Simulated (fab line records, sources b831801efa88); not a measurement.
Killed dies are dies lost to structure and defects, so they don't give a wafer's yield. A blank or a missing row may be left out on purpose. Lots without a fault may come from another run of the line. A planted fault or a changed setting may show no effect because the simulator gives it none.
Which tool did it? | flow gf180mcu | 13 lots, 39 wafers sampled, at 4 steps of a route of 602

WHAT THE GAUGES READ, wafer by wafer
GF_MVPSD_TW_MEAS_11. Usual: MVPSD_TW 549, standard deviation 3.
lot  | measured     | on            | MVPSD_TW    | flag
L727 | day 4 21:53  | film_metro-04 | 550 547 553 |
L730 | day 5 16:08  | film_metro-04 | 663 660 659 | OFF
L731 | day 6 00:21  | film_metro-04 | 657 659 657 | OFF
L732 | day 6 08:41  | film_metro-01 | 549 550 548 |
L733 | day 6 17:04  | film_metro-03 | 550 554 550 |
L740 | day 8 08:12  | film_metro-01 | 660 659 661 | OFF
L743 | day 8 23:01  | film_metro-04 | 546 546 546 |
L744 | day 9 06:08  | film_metro-03 | 556 552 550 |
L746 | day 9 20:15  | film_metro-03 | 552 553 552 |
L747 | day 9 22:10  | film_metro-03 | 551 549 551 |
L748 | day 10 04:49 | film_metro-04 | 555 551 553 |
L749 | day 10 12:43 | film_metro-01 | 552 548 548 |
L750 | day 10 19:41 | film_metro-04 | 554 553 553 |

GF_VT_IMPLANT_RS_MEAS_49: measures by four-point-probe. Usual: MVPSD_RS 1168.1 ohm/sq, standard deviation 2.8.
lot  | measured     | on            | MVPSD_RS (ohm/sq)    | flag
L727 | day 7 08:16  | film_metro-03 | 1167.2 1165.8 1165.9 |
L730 | day 8 06:02  | film_metro-04 | 823.2 824.6 821.8    | OFF
L731 | day 8 15:25  | film_metro-03 | 825.6 821.2 822.6    | OFF
L732 | day 8 23:51  | film_metro-04 | 1161.5 1162.3 1164.3 |
L733 | day 9 10:11  | film_metro-01 | 1166.8 1171.3 1166.4 |
L740 | day 11 06:39 | film_metro-01 | 821.6 824.8 821.5    | OFF
L743 | day 11 21:53 | film_metro-01 | 1161.7 1165.9 1165.8 |
L744 | day 12 07:13 | film_metro-04 | 1170.3 1168.3 1168.4 |
L746 | day 13 00:23 | film_metro-04 | 1175.4 1173.6 1172.9 |
L747 | day 13 03:31 | film_metro-01 | 1168.7 1166.3 1171.2 |
L748 | day 13 10:05 | film_metro-01 | 1168.7 1168.4 1166.4 |
L749 | day 13 19:35 | film_metro-03 | 1163.8 1170.5 1168.0 |
L750 | day 14 04:35 | film_metro-01 | 1168.4 1166.7 1170.1 |

GF_POLY_GATE_CD_MEAS_18. Usual: cd_nm 280.1 nm, standard deviation 1.5.
lot  | measured     | on        | cd_nm (nm)        | flag
L727 | day 9 00:49  | cd_sem-01 | 281.5 281.1 282.2 |
L730 | day 9 23:08  | cd_sem-01 | 277.9 281.3 275.2 |
L731 | day 10 08:24 | cd_sem-02 | 280.9 282.2 280.2 |
L732 | day 10 19:13 | cd_sem-01 | 280.5 282.2 279.7 |
L733 | day 11 03:43 | cd_sem-01 | 279.9 279.6 282.6 |
L740 | day 13 04:49 | cd_sem-02 | 280.9 278.7 281.8 |
L743 | day 13 21:26 | cd_sem-02 | 278.7 280.8 282.1 |
L744 | day 14 07:41 | cd_sem-01 | 280.0 279.6 280.0 |
L746 | day 15 02:13 | cd_sem-02 | 278.5 278.9 275.6 |
L747 | day 15 04:10 | cd_sem-02 | 281.3 279.6 280.5 |
L748 | day 15 13:47 | cd_sem-02 | 281.0 282.9 282.3 |
L749 | day 15 22:31 | cd_sem-02 | 280.3 280.4 279.3 |
L750 | day 16 07:44 | cd_sem-01 | 274.8 279.3 279.1 |

WHICH TOOL RAN EACH LOT (tool, then ch and the chambers of the sampled wafers, then the start)
lot  | GF_MVPSD_IMPLANT_08
L727 | implanter-01 ch 0, day 4 21:29
L730 | implanter-01 ch 0, day 5 15:26
L731 | implanter-02 ch 0, day 5 23:38
L732 | implanter-02 ch 0, day 6 08:17
L733 | implanter-01 ch 0, day 6 16:41
L740 | implanter-04 ch 0, day 8 07:29
L743 | implanter-04 ch 0, day 8 22:38
L744 | implanter-01 ch 0, day 9 05:46
L746 | implanter-01 ch 0, day 9 19:51
L747 | implanter-02 ch 0, day 9 21:47
L748 | implanter-02 ch 0, day 10 04:26
L749 | implanter-01 ch 0, day 10 12:20
L750 | implanter-04 ch 0, day 10 19:17
- GF_MVPSD_IMPLANT_08

WHAT THE TOOLS THEMSELVES READ (means of the sampled wafers that have a number; where no wafer has one, the mark that the record gives instead)
GF_MVPSD_IMPLANT_08. Usual: tilt_deg -0.001 degrees, standard deviation 0.021.
lot  | tool         | tilt_deg (degrees) | flag
L727 | implanter-01 | -0.031             |
L730 | implanter-01 | -0.020             |
L731 | implanter-02 | -0.010             |
L732 | implanter-02 | 0.006              |
L733 | implanter-01 | 0.024              |
L740 | implanter-04 | -0.008             |
L743 | implanter-04 | 0.007              |
L744 | implanter-01 | -0.024             |
L746 | implanter-01 | 0.018              |
L747 | implanter-02 | -0.001             |
L748 | implanter-02 | -0.017             |
L749 | implanter-01 | -0.008             |
L750 | implanter-04 | -0.004             |

THE ANSWER, worked out from the rows above alone
Rule: a lot is off if the mean of its wafers that have a number lies more than 3 standard deviations from the usual mean. A lot without any number at a reading at which 4 lots or more have one is off too. The other lots that the step has rows for count as sound. The gauges are gone through in route order, then the tools' own readings, and for those a lot's mean is taken as printed above. The first step at which some lot is off is used, and at that step the reading that is off furthest; a lot without a number counts as furthest.
Off: L730, L731, L740, at GF_MVPSD_TW_MEAS_11 (MVPSD_TW).
A tool fits if, at a process step before that reading, it ran every lot that is off, and no sound lot after the first of them. The gauges at GF_MVPSD_TW_MEAS_11 are tried like those tools. None of those tried fits.

WHAT THE SIMULATOR HAD PUT IN
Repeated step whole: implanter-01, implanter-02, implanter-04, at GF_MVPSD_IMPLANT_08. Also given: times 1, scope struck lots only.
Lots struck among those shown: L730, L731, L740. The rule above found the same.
